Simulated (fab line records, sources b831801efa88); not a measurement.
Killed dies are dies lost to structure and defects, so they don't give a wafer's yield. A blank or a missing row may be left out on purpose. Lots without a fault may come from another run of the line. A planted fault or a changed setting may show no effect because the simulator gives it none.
A struck lot beside a sound one | flow sky130 | 18 steps out of a route of 708
Sound: wafers L464.1, L464.2, L464.6. Struck: wafers L480.1, L480.5, L480.6. The cause comes at the end.
At each step with rows: each side's tool, then ch and its chambers, then its first start. Under that, the readings that differ: sound wafers | struck wafers | difference of the means | sigmas: that difference in standard deviations of wafers without a fault.
alike: readings whose means differ by less than 2 such deviations, and words and numbers that are the same on both sides. not compared: withheld readings, readings that some wafer has no value for, bounds like >300 that may hide the same value, and numbers for which the record gives no deviation and whose values overlap.
The two part at a step that has a row with sigmas, a row that says differs or no value, or rows on one side only. Numbers that don't overlap but have no deviation are shown without sigmas and don't part them. A reading that every wafer of one side lacks parts them only if that side has two wafers or more.

first, 2 steps without rows for these wafers: SKY_METAL1_CLEAN_23 (cleans in O3/DIW); SKY_VIA1_HDPCVD_00 (deposits SiO2, target thk 1030 nm, time 171.7 s).
SKY_VIA1_THK_MEAS_01:
  sound on film_metro-03, day 33 19:24; struck on film_metro-02, day 38 09:29
  alike: VIA1_HDPCVD_THK
SKY_VIA1_CMP_02: polishes SiO2.
  sound on cmp-02 ch 0,1,2, day 33 19:31; struck on cmp-01 ch 0,2,3, day 38 09:42
  alike: head_pressure_psi, motor_current_A, retaining_ring_pressure_frac, slurry_flow_ml_min
SKY_VIA1_BOW_MEAS_03:
  sound on film_metro-02, day 33 19:46; struck on film_metro-04, day 38 09:52
  alike: VIA1_BOW
then, 7 steps without rows for these wafers: SKY_VIA1_DEHYDRATE_04 (time 60 s); SKY_VIA1_HMDS_05 (prime time 60 s); SKY_VIA1_COAT_06 (resist thk 60 nm); SKY_VIA1_COAT_07 (resist thk 450 nm); SKY_VIA1_SOFTBAKE_08 (time 90 s); SKY_VIA1_EXPOSE_09 (exposes mask VIM, target cd 150 nm); SKY_VIA1_PEB_10.
SKY_VIA1_DEVELOP_11: develop time 60 s.
  sound on litho_track-01 ch 0, day 34 22:00; struck on litho_track-01 ch 0, day 39 11:00
SKY_VIA1_CD_MEAS_12: target cd 150 nm.
  sound on cd_sem-01, day 34 22:26; struck on cd_sem-02, day 39 11:17
  reading    | sound             | struck            | difference | sigmas
  cd_nm (nm) | 149.6 149.9 150.1 | 152.7 154.6 153.0 | +3.6       | +2
SKY_VIA1_OVL_MEAS_13:
  sound on overlay-01, day 34 22:34; struck on overlay-02, day 39 11:25
  alike: VIA1_OVL
SKY_VIA1_ETCH_14: etches BARC in N2/H2, stops on SiO2, time 45.9 s, target depth 60 nm.
  sound on rie_diel-04 ch 0,2, day 34 22:36; struck on rie_diel-04 ch 2,3, day 39 11:26
  reading               | sound             | struck          | difference | sigmas
  model.VIA1.cd_nm (nm) | 149.3 149.1 149.8 | 153 154.7 151.6 | +4         |
  alike: drypump_motor_current_A, oes_product_au, throttle_valve_pct
  not compared: rf_hours_counter_h
SKY_VIA1_ETCH_15: etches SiO2 in C4F8/O2/Ar, stops on TiN, target depth 351 nm, time 54 s.
  sound on rie_diel-04 ch 0,2, day 34 22:38; struck on rie_diel-04 ch 2,3, day 39 11:29
  alike: oes_product_au
  not compared: rf_hours_counter_h
-- the record jumps here: 10 days lie between the struck wafers' starts before and after (it left off in module VIA1 and takes up again in module PAD_OPEN, whose first step shown is number 708 of the route) --
SKY_PAD_OPEN_PROBE_99:
  the record has rows for the struck wafers here (prober-01, day 49 22:57) and none for the sound ones

WHERE THEY PART
First at SKY_VIA1_CD_MEAS_12; last, within this record, at SKY_PAD_OPEN_PROBE_99.

WHY: what the simulator had put in
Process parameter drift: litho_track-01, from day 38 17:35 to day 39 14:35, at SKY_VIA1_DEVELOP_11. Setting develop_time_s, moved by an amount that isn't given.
